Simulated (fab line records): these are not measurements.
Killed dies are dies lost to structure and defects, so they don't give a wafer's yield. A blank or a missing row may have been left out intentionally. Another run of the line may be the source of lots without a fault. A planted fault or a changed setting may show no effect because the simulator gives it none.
Comparing a struck lot with a sound one / flow sky130 / 17 steps out of a route of 708
Sound: these wafers, L250.1, L250.4, L250.5. Struck: wafers L259.1, L259.4, L259.6. Last of all comes the cause.
Each step with rows lists, per side, the tool, then ch with its chambers, then its first start. Under that, the readings that differ: sound wafers / struck wafers / difference of the means / sigmas: that difference in standard deviations of wafers without a fault.
alike: readings with means less than 2 such deviations apart, plus words and numbers identical on both sides. not compared: withheld readings, readings lacking a value on some wafer, bounds such as >300 that could conceal the same value, and numbers that have no deviation in the record and whose values overlap.
Wherever a step has rows on one side only, a row that says differs or no value, or a row with sigmas, the two part there. Non-overlapping numbers with no deviation appear without sigmas and do not part them. Lack of a reading on every wafer of one side parts them only where that side has two or more wafers.

SKY_GATE_OXIDE_TW_MEAS_14:
  sound on film metro-01 at day 14 02:31; struck on film metro-03 at day 17 00:33
  alike: GATE_OXIDE_TW
then, 3 steps without rows for these wafers: SKY_GATE_OXIDE_CLEAN_15 (cleans in SC1/SC2, time 150 s); SKY_GATE_OXIDE_OXIDATION_16 (stabilise 600 s, purge 300 s, target thk 3.57 nm); SKY_POLY_GATE_CVD_00 (deposits poly-Si, target thk 180 nm, time 720 s).
SKY_POLY_GATE_THK_MEAS_01:
  sound on film metro-01 at day 14 06:40; struck on film metro-04 at day 17 03:58
  alike: POLY_GATE_CVD_00_THK
then, 7 steps without rows for these wafers: SKY_RES_PROTECT_DEHYDRATE_00 (time 60 s); SKY_RES_PROTECT_HMDS_01 (prime time 60 s); SKY_RES_PROTECT_COAT_02 (resist thk 1140 nm); SKY_RES_PROTECT_SOFTBAKE_03 (time 60 s); SKY_RES_PROTECT_EXPOSE_04 (exposes mask RPM, target cd 1270 nm); SKY_RES_PROTECT_PEB_05; SKY_RES_PROTECT_DEVELOP_06 (develop time 60 s).
SKY_POLY_GATE_IMPLANT_02:
  sound on implanter-01 ch 0, day 15 08:34; struck on implanter-02 ch 0, day 18 08:24
reading=beam energy keV; sound=29.993 29.999 29.996; struck=26.964 26.967 26.965; difference=-3.031; sigmas=-99 or more
reading=model.implant.rp nm (nm); sound=36.54 36.54 36.54; struck=34.35 34.35 34.35; difference=-2.19; sigmas=
reading=model.implant.drp nm (nm); sound=16.6 16.6 16.6; struck=15.57 15.57 15.57; difference=-1.03; sigmas=
SKY_RES_PROTECT_STRIP_07: strips in O2/N2.
  sound on plasma asher-03 ch 0, day 15 08:43; struck on plasma asher-02 ch 0,1, day 18 08:33
reading=oes product au (a.u.); sound=0.513 0.513 0.512; struck=0.535 0.528 0.523; difference=+0.016; sigmas=+3
reading=strip time to endpoint s (s); sound=23.31 23.32 23.28; struck=22.40 22.39 22.42; difference=-0.90; sigmas=-26
  alike: chamber pressure mTorr, drypump motor current A, n2 flow sccm
  not compared: rf hours counter h
SKY_RES_PROTECT_TW_MEAS_08:
  sound on film metro-03 at day 15 08:49; struck on film metro-01 at day 18 08:39
reading=POLY_GATE_TW; sound=4122 4114 4118; struck=3986 3965 3984; difference=-140; sigmas=-5
then, 1 step without rows for these wafers: SKY_RES_PROTECT_CLEAN_09 (cleans in SC1/SC2, time 150 s).
-- a jump in the record: the struck wafers' starts before and after are 30 days apart (it breaks off in module RES_PROTECT and resumes in module PAD_OPEN, where the first step shown is number 708 of the route) --
SKY_PAD_OPEN_PROBE_99:
  sound on prober-02 at day 45 21:55; struck on prober-01 at day 47 22:42
  alike: killed_at_M0_to_M3, killed_at_M4_up, killed at contacts, killed at front end, killed at other, killed dies, killed open, killed short

== WHERE THEY PART ==
Last at SKY_RES_PROTECT_TW_MEAS_08 as far as this record goes, first at SKY_POLY_GATE_IMPLANT_02. Later steps at which nothing parts them and some readings are alike: SKY_PAD_OPEN_PROBE_99.

WHY: whatever the simulator had introduced
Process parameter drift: implanter-02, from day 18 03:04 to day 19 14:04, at SKY_POLY_GATE_IMPLANT_02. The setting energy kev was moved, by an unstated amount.
